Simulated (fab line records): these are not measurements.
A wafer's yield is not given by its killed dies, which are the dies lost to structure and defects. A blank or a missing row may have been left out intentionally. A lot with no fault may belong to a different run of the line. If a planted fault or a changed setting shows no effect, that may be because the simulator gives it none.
Which tool was responsible? | flow sky130 | route of 708 steps, sampled at 1 step: 14 lots, 42 wafers

## WHAT THE GAUGES SHOWED, per wafer
Not one reading of a measure or inspect step in the record can be checked against a usual standard deviation.

## TOOL THAT RAN EACH LOT (tool first, then ch and the chambers of the sampled wafers, then the start)
lot  | SKY_LI_CONTACT_CMP_24
L712 | cmp-02 ch 0,2,3, day 29 05:17
L713 | cmp-01 ch 0,1,2, day 29 23:51
L715 | cmp-02 ch 1,2, day 30 14:40
L714 | cmp-01 ch 0,2, day 30 17:10
L716 | cmp-02 ch 1,2,3, day 31 01:16
L717 | cmp-02 ch 0,3, day 31 09:02
L719 | cmp-02 ch 0,3, day 31 13:42
L721 | cmp-02 ch 0,3, day 32 15:19
L722 | cmp-01 ch 2,3, day 33 01:43
L729 | cmp-02 ch 0,1,2, day 34 18:19
L730 | cmp-02 ch 1,3, day 35 08:41
L731 | cmp-01 ch 0,1,2, day 35 10:59
L732 | cmp-01 ch 0,2,3, day 36 01:34
L735 | cmp-01 ch 0,1, day 36 18:01
- SKY_LI_CONTACT_CMP_24: polishes, stops on PSG, t overpolish 20 s, target thk 0 nm.

## AS READ BY THE TOOLS THEMSELVES (means over the sampled wafers that have a number; for cases with no such wafer, the mark the record gives instead)
SKY_LI_CONTACT_CMP_24. Usual: motor-current-A 11.8 A, standard deviation 1.2; overpolish-run-s 20.001 s, standard deviation 0.0088; platen-rpm 60.00 rpm, standard deviation 0.033; slurry-flow-ml-min 150.0, standard deviation 0.43; time-to-endpoint-s 96 s, standard deviation 4.1.
lot  | tool   | motor-current-A (A) | overpolish-run-s (s) | platen-rpm (rpm) | slurry-flow-ml-min | time-to-endpoint-s (s) | flag
L712 | cmp-02 | 12.5                | 20.000               | 59.97            | 149.8              | 90                     |
L713 | cmp-01 | 11.2                | 19.997               | 60.00            | 150.0              | 101                    |
L715 | cmp-02 | 11.5                | 19.995               | 59.98            | 150.1              | 97                     |
L714 | cmp-01 | 10.7                | 19.999               | 60.01            | 149.9              | 98                     |
L716 | cmp-02 | 11.6                | 19.994               | 59.98            | 150.3              | 93                     |
L717 | cmp-02 | 13.4                | 20.003               | 60.00            | 150.4              | 97                     |
L719 | cmp-02 | 13.4                | 19.998               | 60.00            | 150.2              | 98                     |
L721 | cmp-02 | 13.2                | 20.001               | 60.01            | 150.2              | 92                     |
L722 | cmp-01 | 11.5                | 20.009               | 60.01            | 150.1              | 96                     |
L729 | cmp-02 | 12.4                | 19.997               | 66.02            | 149.8              | 85                     | OFF
L730 | cmp-02 | 11.7                | 19.996               | 66.00            | 149.9              | 88                     | OFF
L731 | cmp-01 | 11.5                | 19.998               | 59.95            | 150.0              | 100                    |
L732 | cmp-01 | 11.2                | 19.994               | 59.99            | 150.2              | 99                     |
L735 | cmp-01 | 11.0                | 20.011               | 60.01            | 150.2              | 100                    |

## THE ANSWER, worked out from the rows above alone
Rule: take the mean of a lot's wafers that have a number; if it is more than 3 standard deviations from the usual mean, the lot is off. Also off: a lot with no number at a reading for which 4 or more lots have one. All remaining lots with rows at the step are treated as sound. After the gauges, taken in route order, come the tools' own readings; for these a lot's mean is taken, as printed above. At the first step where some lot is off, the reading lying furthest off is the one used; lots without a number count as furthest.
Off, at SKY_LI_CONTACT_CMP_24 on platen-rpm: L729, L730.
If a tool, at that step or one of the process steps before it, ran each lot that is off and ran no sound lot following the first of them, it fits. One candidate fits, namely cmp-02 at SKY_LI_CONTACT_CMP_24. A fault onset in the window from L721 (day 32 15:19, its last sound lot) to L729 (day 34 18:19, its first lot off) fits.
The tool's own readings at SKY_LI_CONTACT_CMP_24 bear it out: on the lots that are off they differ by more than 5 times the standard deviation of the sound lots' means. platen-rpm reads 66.01 rpm there against 59.99 rpm on the sound lots.

## WHAT THE SIMULATOR HAD INSERTED
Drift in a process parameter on cmp-02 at SKY_LI_CONTACT_CMP_24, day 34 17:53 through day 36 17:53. Setting platen-rpm shifted by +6 from 60. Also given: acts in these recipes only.
Struck lots among those shown: L729, L730. The rule given above showed the same thing.
